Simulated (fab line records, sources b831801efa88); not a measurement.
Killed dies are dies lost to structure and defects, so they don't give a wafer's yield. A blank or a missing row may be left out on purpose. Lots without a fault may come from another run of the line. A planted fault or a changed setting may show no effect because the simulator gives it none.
Which tool did it? | flow sky130 | 11 lots, 33 wafers sampled, at 5 steps of a route of 708

WHAT THE GAUGES READ, wafer by wafer
SKY_SD_N_RS_MEAS_16: measures by four-point-probe.
lot  | measured     | on            | SD_N_RS (ohm/sq)
L159 | day 27 11:09 | film_metro-02 | 68.64 68.62 68.62
L161 | day 28 07:58 | film_metro-04 | 68.49 68.43 68.71
L162 | day 28 14:52 | film_metro-04 | 68.64 68.47 68.65
L163 | day 28 23:35 | film_metro-01 | 68.55 68.54 68.57
L167 | day 30 18:34 | film_metro-02 | 64.10 63.94 64.21
L168 | day 31 06:05 | film_metro-02 | 64.18 64.31 64.17
L178 | day 34 01:22 | film_metro-04 | 68.68 68.54 68.49
L179 | day 34 09:03 | film_metro-02 | 68.78 68.61 68.86
L180 | day 34 15:47 | film_metro-04 | 68.52 68.46 68.49
L181 | day 34 20:14 | film_metro-04 | 68.74 68.63 68.66
L182 | day 35 00:24 | film_metro-04 | 68.75 68.61 68.59

WHICH TOOL RAN EACH LOT (tool, then ch and the chambers of the sampled wafers, then the start)
lot  | SKY_LDD_P_STRIP_10                   | SKY_SD_P_STRIP_10                    | SKY_RES_XHIGH_STRIP_08               | SKY_SD_N_RTA_14
L159 | plasma_asher-04 ch 0,1, day 18 13:55 | plasma_asher-02 ch 0,1, day 24 23:53 | plasma_asher-04 ch 0, day 26 05:30   | rtp_anneal-02 ch 0, day 27 10:58
L161 | plasma_asher-03 ch 0,1, day 19 14:32 | plasma_asher-01 ch 0,1, day 25 22:32 | plasma_asher-04 ch 0,1, day 27 02:39 | rtp_anneal-02 ch 0, day 28 07:46
L162 | plasma_asher-04 ch 0,1, day 19 22:28 | plasma_asher-01 ch 0,1, day 26 05:23 | plasma_asher-04 ch 0,1, day 27 10:33 | rtp_anneal-01 ch 0, day 28 14:41
L163 | plasma_asher-02 ch 0,1, day 20 07:03 | plasma_asher-01 ch 0,1, day 26 14:11 | plasma_asher-04 ch 0,1, day 27 18:48 | rtp_anneal-02 ch 0, day 28 23:24
L167 | plasma_asher-02 ch 0,1, day 22 04:15 | plasma_asher-01 ch 0,1, day 28 09:56 | plasma_asher-04 ch 0,1, day 29 14:00 | rtp_anneal-02 ch 0, day 30 18:23
L168 | plasma_asher-03 ch 0,1, day 22 11:13 | plasma_asher-01 ch 0,1, day 28 20:10 | plasma_asher-01 ch 0,1, day 30 00:57 | rtp_anneal-02 ch 0, day 31 05:54
L178 | plasma_asher-04 ch 0,1, day 25 17:32 | plasma_asher-02 ch 0,1, day 31 18:01 | plasma_asher-04 ch 0,1, day 32 21:24 | rtp_anneal-02 ch 0, day 34 01:11
L179 | plasma_asher-03 ch 0,1, day 25 22:49 | plasma_asher-01 ch 0,1, day 31 23:47 | plasma_asher-01 ch 0,1, day 33 03:45 | rtp_anneal-01 ch 0, day 34 08:53
L180 | plasma_asher-03 ch 0,1, day 26 10:13 | plasma_asher-03 ch 0,1, day 32 09:44 | plasma_asher-02 ch 0,1, day 33 12:55 | rtp_anneal-02 ch 0, day 34 15:37
L181 | plasma_asher-03 ch 0,1, day 26 14:29 | plasma_asher-01 ch 0,1, day 32 13:35 | plasma_asher-04 ch 0,1, day 33 17:01 | rtp_anneal-01 ch 0, day 34 20:04
L182 | plasma_asher-04 ch 0,1, day 26 22:25 | plasma_asher-01 ch 0,1, day 32 19:26 | plasma_asher-04 ch 0,1, day 33 21:55 | rtp_anneal-02 ch 0, day 35 00:13
- SKY_LDD_P_STRIP_10: strips in O2/N2.
- SKY_SD_P_STRIP_10: strips in O2/N2.
- SKY_RES_XHIGH_STRIP_08: strips in O2/N2.
- SKY_SD_N_RTA_14: time 2 s.

THE ANSWER, worked out from the rows above alone
Rule: what is usual is taken from the lots themselves. Put in order of their means at a reading, lots are off if they are a third of the lots or fewer, leave a main group of 4 or more, and stand apart from it by a gap of 3 or more times the standard deviation of the main group's means; of several such gaps the widest counts. A main group whose means are all the same, to the digits that the tables above print for the reading, isn't used. A lot without any number at a reading at which 4 lots or more have one is off too. The other lots that the step has rows for count as sound.
Off: L167, L168, at SKY_SD_N_RS_MEAS_16 (SD_N_RS). The main group: mean 68.61 ohm/sq, standard deviation 0.074.
A tool fits if, at a process step before that reading, it ran every lot that is off, and no sound lot after the first of them. The gauges at SKY_SD_N_RS_MEAS_16 are tried like those tools. None of those tried fits.

WHAT THE SIMULATOR HAD PUT IN
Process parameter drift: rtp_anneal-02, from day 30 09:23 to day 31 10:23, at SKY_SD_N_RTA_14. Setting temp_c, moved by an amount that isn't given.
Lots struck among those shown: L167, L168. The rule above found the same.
